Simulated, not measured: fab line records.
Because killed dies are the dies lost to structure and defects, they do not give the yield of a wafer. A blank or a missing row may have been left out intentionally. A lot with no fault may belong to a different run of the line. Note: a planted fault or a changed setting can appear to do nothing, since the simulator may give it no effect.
fab line records	flow sky130
record lots=13	wafers=39	last_day=49
route steps=708 shown LDD_LDN@302 POLY_CUT@318 SD_N@349 LI_CONTACT@386 PAD_OPEN@708
lots untouched by any fault: they come from a run of this same line in which no faults occurred
start_h: hours from the record's opening day to when the first of the lot's shown wafers began	wait_h: time in hours since the lot's previous step	" identical to the entry in the row above	L1.1+2: a row that stands for several wafers	- either no value or no given start	* or withheld: withheld	< > ~ a bound
route shown NAME@n: names a module that has steps shown in the file, with the first one's number in the route	usual: the fault-free wafers' mean and standard deviation	same: alike in all rows	chamber/n: place in a boat	sites: each site's reading	_std_site: their standard deviation	_edge_site: the outer-site mean with the inner-site mean subtracted	radius_mm: for every site, how far away it sits from the centre of the wafer	mask NAME#n: copy n	behind: tool/chamber where the wafer was last shaped	hold: cause of the lot's hold/its duration in hours/its outcome	device: the n, p or np transistor that did not switch	end of line: the tests these same wafers got at the end of their route	a step with no rows: only its recipe	killed: dies that structure and defects cost at the first sort, which is not the same as the wafer's yield	map: a wafer's dies, marking killed ones x, the rest . and places with no die _
set.NAME: the run value of the setting; set.NAME@STEP: its run value at that earlier step	model.NAME: the simulator's own value behind a step, which no gauge read
route steps across a sampled set of lots; one table per step, one row per wafer
services: a tool's chamber out of use, with start hour (start_h, from the record's first day; less than 0 if before it), hours out, and reason
## steps
# step SKY_LDD_LDN_TW_MEAS_13
# usual LDD_LDN_TW=1473/17
lot.wafer	tool	chamber	start_h	wait_h	LDD_LDN_TW
L737.2	film_metro-02	-	534.03	0.1	1472
L737.4	"	-	"	"	1483
L737.5	"	-	"	"	1468
L740.2	film_metro-03	-	551.63	0.1	1487
L740.3	"	-	"	"	1490
L740.6	"	-	"	"	1486
L741.1	film_metro-04	-	580.59	0.1	1445
L741.5	"	-	"	"	1447
L741.6	"	-	"	"	1445
L744.2	film_metro-03	-	610.90	0.1	1492
L744.4	"	-	"	"	1491
L744.5	"	-	"	"	1486
L747.1	film_metro-04	-	624.57	0.1	1451
L747.3	"	-	"	"	1452
L747.4	"	-	"	"	1457
L746.3	film_metro-02	-	625.49	0.1	1467
L746.5	"	-	"	"	1471
L746.6	"	-	"	"	1476
L745.1	film_metro-04	-	626.99	0.1	1450
L745.5	"	-	"	"	1451
L745.6	"	-	"	"	1447
L748.2	film_metro-02	-	634.83	0.1	1476
L748.3	"	-	"	"	1472
L748.4	"	-	"	"	1478
L749.2	film_metro-02	-	648.23	0.1	1476
L749.5	"	-	"	"	1480
L749.6	"	-	"	"	1481
L750.2	film_metro-03	-	666.65	0.1	1495
L750.5	"	-	"	"	1498
L750.6	"	-	"	"	1495
L751.2	film_metro-03	-	668.88	0.1	1497
L751.3	"	-	"	"	1501
L751.4	"	-	"	"	1498
L752.1	film_metro-02	-	671.82	0.1	1479
L752.4	"	-	"	"	1482
L752.5	"	-	"	"	1470
L756.1	film_metro-02	-	688.67	0.1	1476
L756.3	"	-	"	"	1474
L756.4	"	-	"	"	1477
# step SKY_POLY_CUT_ETCH_11
# recipe target=Si3N4	chemistry=CF4/CH2F2/Ar	stop_on=poly-Si	source_w=600	bias_w=150	pressure_mtorr=40	cf4_flow_sccm=40	ch2f2_flow_sccm=20	Ar_flow_sccm=150	time_s=42.5	target_depth_a=600
# usual bias_w=150.0/0.44	cf4_flow_sccm=39.99/0.11	drypump_motor_current_A=5.9/0.49	oes_product_au=0.828/0.0062	rf_fwd_power_W=593.7/2.2	throttle_valve_pct=14.993/0.0093
lot.wafer	tool	chamber	start_h	wait_h	bias_w	cf4_flow_sccm	drypump_motor_current_A	oes_product_au	rf_fwd_power_W	rf_hours_counter_h	throttle_valve_pct
L737.2	rie_diel-04	2	564.80	0.0	150.1	40.15	5.5	0.834	596.0	11	14.995
L737.4	"	3	"	"	150.1	39.93	4.9	0.821	594.8	11	15.006
L737.5	"	0	"	"	150.5	39.86	6.2	0.833	595.8	-	14.989
L740.2	rie_diel-02	1	584.00	0.0	149.4	39.75	5.8	0.826	592.7	7	14.994
L740.3	"	2	"	"	150.0	40.04	6.3	0.821	592.5	44	14.992
L740.6	"	2	"	"	150.2	39.97	6.3	0.833	594.4	-	14.997
L741.1	rie_diel-01	0	612.03	0.0	150.2	40.07	5.5	0.822	594.6	6	14.995
L741.5	"	1	"	"	150.5	39.93	5.7	0.834	591.6	-	14.994
L741.6	"	2	"	"	149.9	39.90	6.3	0.827	596.7	-	14.990
L744.2	rie_diel-04	1	643.48	0.0	149.7	39.89	6.3	0.827	593.9	3	15.002
L744.4	"	0	"	"	150.2	40.12	6.2	0.823	597.7	-	14.998
L744.5	"	3	"	"	149.8	40.08	4.9	0.825	595.5	-	14.993
L747.1	rie_diel-02	3	654.70	0.0	150.2	39.96	6.4	0.828	594.4	15	14.981
L747.3	"	0	"	"	149.9	40.18	5.4	0.822	595.9	11	15.006
L747.4	"	2	"	"	149.4	40.03	6.3	0.830	594.1	46	14.992
L746.3	rie_diel-04	3	656.25	0.0	149.8	40.03	4.9	0.830	594.3	12	14.980
L746.5	"	0	"	"	150.2	40.01	6.2	0.830	596.6	-	14.996
L746.6	"	3	"	"	149.7	39.99	4.9	0.825	594.9	-	14.992
L745.1	rie_diel-01	3	656.60	0.0	149.4	40.09	6.3	0.829	591.8	4	15.010
L745.5	"	0	"	"	149.6	39.96	5.5	0.834	591.6	-	14.997
L745.6	"	3	"	"	149.4	39.99	6.3	0.833	593.1	-	14.993
L748.2	rie_diel-02	0	663.83	0.0	149.6	39.88	5.4	0.827	587.8	11	14.994
L748.3	"	3	"	"	149.6	39.80	6.4	0.832	591.9	15	15.004
L748.4	"	2	"	"	150.0	39.81	6.3	0.824	592.6	46	14.995
L749.2	rie_diel-04	0	677.30	0.0	150.2	39.91	6.2	0.827	595.3	4	15.003
L749.5	"	2	"	"	150.0	39.90	5.6	0.830	595.0	-	15.003
L749.6	"	3	"	"	150.1	39.82	4.9	0.821	590.7	-	14.984
L750.2	rie_diel-01	0	695.40	0.0	-	-	-	-	-	-	-
L750.5	"	2	"	"	-	-	-	-	-	-	-
L750.6	"	1	"	"	-	-	-	-	-	-	-
L751.2	rie_diel-04	2	699.55	0.0	-	-	-	-	-	-	-
L751.3	"	3	"	"	-	-	-	-	-	-	-
L751.4	"	0	"	"	-	-	-	-	-	-	-
L752.1	rie_diel-04	3	701.90	0.0	-	-	-	-	-	-	-
L752.4	"	2	"	"	-	-	-	-	-	-	-
L752.5	"	3	"	"	-	-	-	-	-	-	-
L756.1	rie_diel-02	0	718.00	0.0	149.6	40.01	5.4	0.826	595.9	12	14.979
L756.3	"	1	"	"	149.5	40.01	5.8	0.829	594.4	10	14.976
L756.4	"	2	"	"	149.4	39.91	6.3	0.829	590.4	48	14.994
# step SKY_SD_N_CD_MEAS_07
# recipe target_cd_nm=380
# usual cd_nm=380.2/2.4
lot.wafer	tool	chamber	start_h	wait_h	cd_nm
L737.2	cd_sem-01	-	651.13	0.1	377.3
L737.4	"	-	"	"	375.3
L737.5	"	-	"	"	374.6
L740.2	cd_sem-02	-	671.05	0.1	381.7
L740.3	"	-	"	"	381.2
L740.6	"	-	"	"	380.1
L741.1	cd_sem-01	-	696.23	0.1	378.9
L741.5	"	-	"	"	377.4
L741.6	"	-	"	"	380.9
L744.2	cd_sem-01	-	727.35	0.1	381.3
L744.4	"	-	"	"	380.5
L744.5	"	-	"	"	383.2
L747.1	cd_sem-02	-	737.46	0.1	376.2
L747.3	"	-	"	"	378.3
L747.4	"	-	"	"	379.8
L746.3	cd_sem-02	-	740.45	0.1	384.0
L746.5	"	-	"	"	383.7
L746.6	"	-	"	"	382.7
L745.1	cd_sem-01	-	740.53	0.1	379.5
L745.5	"	-	"	"	380.5
L745.6	"	-	"	"	381.5
L748.2	cd_sem-02	-	746.23	0.1	380.8
L748.3	"	-	"	"	379.7
L748.4	"	-	"	"	378.6
L749.2	cd_sem-02	-	760.84	0.2	379.3
L749.5	"	-	"	"	379.4
L749.6	"	-	"	"	382.8
L756.1	cd_sem-02	-	799.73	0.1	379.6
L756.3	"	-	"	"	377.6
L756.4	"	-	"	"	380.8
# step SKY_LI_CONTACT_CMP_24
# recipe stop_on=PSG	t_overpolish_s=20	down_force_psi=3.5	platen_rpm=60	target_thk_nm=0	pad_velocity_m_s=0.94248
# usual motor_current_A=11.2/1.6	overpolish_run_s=19.999/0.0099	time_to_endpoint_s=98/3.6
lot.wafer	tool	chamber	start_h	wait_h	motor_current_A	overpolish_run_s	time_to_endpoint_s
L737.2	cmp-01	1	681.89	0.1	10.4	19.985	98
L737.4	"	2	"	"	12.0	20.003	98
L737.5	"	0	"	"	14.0	19.990	99
L740.2	cmp-01	1	701.87	0.1	10.3	20.007	95
L740.3	"	2	"	"	12.0	19.987	90
L740.6	"	0	"	"	13.6	19.982	92
L741.1	cmp-01	1	726.39	0.2	10.8	20.001	96
L741.6	"	2	"	"	12.1	19.995	98
L741.5	"	3	"	"	9.7	19.991	98
L744.2	cmp-01	1	757.08	0.1	10.5	19.987	101
L744.4	"	2	"	"	11.8	19.991	99
L744.5	"	3	"	"	9.8	20.001	100
L747.3	cmp-01	1	767.17	0.0	11.0	20.004	100
L747.1	"	2	"	"	12.2	20.000	99
L747.4	"	3	"	"	9.8	20.011	99
L746.3	cmp-02	2	770.22	0.2	8.9	19.995	99
L746.5	"	3	"	"	10.6	20.015	95
L746.6	"	0	"	"	11.9	19.997	102
L745.1	cmp-01	2	770.58	0.2	11.7	20.003	102
L745.6	"	3	"	"	9.5	20.007	104
L745.5	"	0	"	"	14.0	20.010	105
L748.2	cmp-02	1	775.75	0.0	10.7	19.999	100
L748.3	"	2	"	"	8.9	19.995	102
L748.4	"	3	"	"	11.0	20.015	96
L749.2	cmp-01	2	789.97	0.0	12.4	19.990	96
L749.5	"	2	"	"	12.0	20.006	95
L749.6	"	3	"	"	9.8	19.996	94
L756.4	cmp-01	3	829.05	0.0	9.8	20.002	99
L756.1	"	0	"	"	14.4	20.016	103
L756.3	"	2	"	"	11.7	20.007	97
# step SKY_PAD_OPEN_PROBE_99
# usual killed_at_M0_to_M3=43/6.5	killed_at_M4_up=3.1/1.8	killed_at_contacts=24/4.8	killed_at_front_end=15/4.7	killed_at_other=0.3/0.58	killed_dies=86/8.6	killed_on_rim=17/4.1	killed_open=47/6.7	killed_short=39/6.1
# same gross_dies=492	killed_at_back_side=0
lot.wafer	tool	chamber	start_h	wait_h	killed_at_M0_to_M3	killed_at_M4_up	killed_at_contacts	killed_at_front_end	killed_at_other	killed_dies	killed_on_rim	killed_open	killed_short
L749.2	prober-02	-	1157.12	0.1	52	2	28	12	0	94	15	52	42
L749.5	prober-02	-	1157.27	0.2	44	7	23	20	0	94	17	42	52
L749.6	prober-02	-	1157.32	0.2	35	3	26	19	0	83	17	48	35
L750.2	prober-01	-	1168.75	0.1	48	3	19	422	0	492	96	47	32
L750.5	prober-01	-	1168.90	0.2	61	2	26	403	0	492	96	53	44
L750.6	prober-01	-	1168.95	0.2	49	6	18	419	0	492	96	46	39
L751.2	prober-01	-	1169.98	0.1	55	0	18	419	0	492	96	47	38
L751.3	prober-01	-	1170.03	0.2	53	6	23	410	0	492	96	57	41
L751.4	prober-01	-	1170.08	0.2	35	3	35	419	0	492	96	50	35
L752.1	prober-02	-	1173.87	0.1	42	2	19	428	1	492	96	47	33
L752.4	prober-02	-	1174.02	0.2	43	4	31	413	1	492	96	61	33
L752.5	prober-02	-	1174.07	0.2	29	4	21	438	0	492	96	28	39
# killed by level:class
L749.2 CONTACT:geometric_particle:open=12 VIA1:geometric_particle:short=11 VIA1:geometric_particle:open=8 VIA2:geometric_particle:open=7 METAL1:geometric_particle:short=7 LI_CONTACT:geometric_particle:open=6 METAL3:geometric_particle:short=6 LOCAL_INTERCONNECT:geometric_particle:short=5
L749.5 CONTACT:geometric_particle:open=9 VIA1:geometric_particle:open=8 FIELD_ISO:geometric_particle:short=7 METAL2:geometric_particle:short=7 LOCAL_INTERCONNECT:geometric_particle:short=6 METAL4:geometric_particle:short=6 VIA3:geometric_particle:open=6 POLY_GATE:geometric_particle:short=5
L749.6 CONTACT:geometric_particle:open=12 VIA3:geometric_particle:open=9 FIELD_ISO:geometric_particle:open=8 METAL2:geometric_particle:short=7 LI_CONTACT:geometric_particle:open=6 VIA1:geometric_particle:open=6 FIELD_ISO:geometric_particle:short=5 METAL1:geometric_particle:short=4
L750.2 POLY_CUT:area_etch=413 VIA1:geometric_particle:open=17 VIA2:geometric_particle:open=8 VIA1:geometric_particle:short=6 LI_CONTACT:geometric_particle:open=5 CONTACT:geometric_particle:short=5 VIA3:geometric_particle:open=5 CONTACT:geometric_particle:open=4
L750.5 POLY_CUT:area_etch=395 VIA1:geometric_particle:open=17 CONTACT:geometric_particle:open=9 VIA2:geometric_particle:open=8 CONTACT:geometric_particle:short=6 VIA3:geometric_particle:open=6 LOCAL_INTERCONNECT:geometric_particle:short=5 METAL1:geometric_particle:short=5
L750.6 POLY_CUT:area_etch=407 VIA1:geometric_particle:open=11 VIA1:geometric_particle:short=6 LI_CONTACT:geometric_particle:open=6 METAL1:geometric_particle:short=6 METAL2:geometric_particle:short=5 CONTACT:geometric_particle:open=4 POLY_GATE:geometric_particle:open=4
L751.2 POLY_CUT:area_etch=407 VIA1:geometric_particle:open=14 METAL2:geometric_particle:short=13 CONTACT:geometric_particle:open=10 VIA3:geometric_particle:open=8 METAL1:geometric_particle:short=5 POLY_GATE:geometric_particle:short=4 VIA2:geometric_particle:open=4
L751.3 POLY_CUT:area_etch=394 CONTACT:geometric_particle:open=10 VIA1:geometric_particle:open=10 VIA2:geometric_particle:open=9 VIA1:geometric_particle:short=6 POLY_GATE:geometric_particle:open=5 LI_CONTACT:geometric_particle:open=5 METAL3:geometric_particle:short=5
L751.4 POLY_CUT:area_etch=407 LI_CONTACT:geometric_particle:open=9 CONTACT:geometric_particle:open=9 VIA2:geometric_particle:open=8 LOCAL_INTERCONNECT:geometric_particle:short=7 VIA1:geometric_particle:open=7 VIA3:geometric_particle:open=6 FIELD_ISO:geometric_particle:short=4
L752.1 POLY_CUT:area_etch=412 CONTACT:geometric_particle:open=8 VIA1:geometric_particle:open=8 VIA3:geometric_particle:open=8 FIELD_ISO:geometric_particle:short=6 FIELD_ISO:geometric_particle:open=6 LI_CONTACT:geometric_particle:open=6 METAL2:geometric_particle:short=6
L752.4 POLY_CUT:area_etch=398 CONTACT:geometric_particle:open=14 VIA1:geometric_particle:open=11 LI_CONTACT:geometric_particle:open=8 VIA3:geometric_particle:open=6 VIA2:geometric_particle:open=6 POLY_GATE:geometric_particle:open=5 CONTACT:geometric_particle:short=4
L752.5 POLY_CUT:area_etch=425 FIELD_ISO:geometric_particle:short=7 METAL2:geometric_particle:short=7 LI_CONTACT:geometric_particle:open=6 VIA1:geometric_particle:open=6 LI_CONTACT:geometric_particle:short=5 METAL4:geometric_particle:short=4 CONTACT:geometric_particle:open=4
## services
tool	chamber	start_h	hours	kind
cmp-01	-	545.02	3.6	pm
rie_diel-04	0	548.08	6.6	repair
rie_diel-02	0	549.57	5.3	repair
cmp-02	-	582.80	4.0	pm
rie_diel-04	1	588.34	5.0	repair
rie_diel-04	-	601.29	2.8	repair
rie_diel-02	2	608.21	9.2	repair
rie_diel-04	1	608.68	3.3	repair
rie_diel-01	1	618.33	8.0	repair
rie_diel-04	1	627.03	1.5	repair
rie_diel-02	0	628.06	16.6	repair
rie_diel-04	1	629.95	2.6	repair
cmp-01	-	635.46	0.9	repair
rie_diel-04	2	642.05	9.8	repair
rie_diel-01	0	645.50	5.5	repair
rie_diel-04	-	657.88	2.8	pm
cmp-01	-	662.79	0.7	repair
rie_diel-01	-	676.61	2.8	pm
rie_diel-01	1	681.05	3.9	repair
cmp-01	-	698.30	1.7	repair
cmp-01	-	717.35	1.3	repair
rie_diel-04	-	732.00	28.1	pm
rie_diel-01	-	741.73	0.2	repair
cmp-01	-	744.00	4.0	pm
## key
first_sign step=SKY_POLY_CUT_ETCH_11	reading=tool_record	direction=missing
effect step=SKY_PAD_OPEN_PROBE_99	reading=killed_at_front_end	direction=up	sigmas=85	usual=15	struck=419
more_kills_born_at SKY_POLY_CUT_ETCH_11@rie_diel-04=2443	SKY_POLY_CUT_ETCH_11@rie_diel-01=1215
met_at SKY_POLY_CUT_ETCH_11
struck_lots L750,L751,L752
later_rows_left_out L750.2,L750.5,L750.6,L751.2,L751.3,L751.4,L752.1,L752.4,L752.5
tester_left_out L750,L751,L752
not_acting_at SKY_LDD_LDN_TW_MEAS_13,SKY_SD_N_CD_MEAS_07,SKY_LI_CONTACT_CMP_24
onset_between 677.30 695.40
fault kind=skipped_step_whole	tool=rie_diel-01,rie_diel-04	chamber=-	onset_h=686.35	steps=SKY_POLY_CUT_ETCH_11	scope=struck_lots_only
# tester_left_out: of these lots the tester's yield and bins aren't shown, on N5 and GAA mostly nor the transistor test; their killed dies are dies lost to structure and defects alone, not to doping, threshold or leakage, so they don't give the yield
# later_rows_left_out: the simulator's readings of these wafers behind a module that went badly wrong aren't trusted and aren't shown, but for the sort
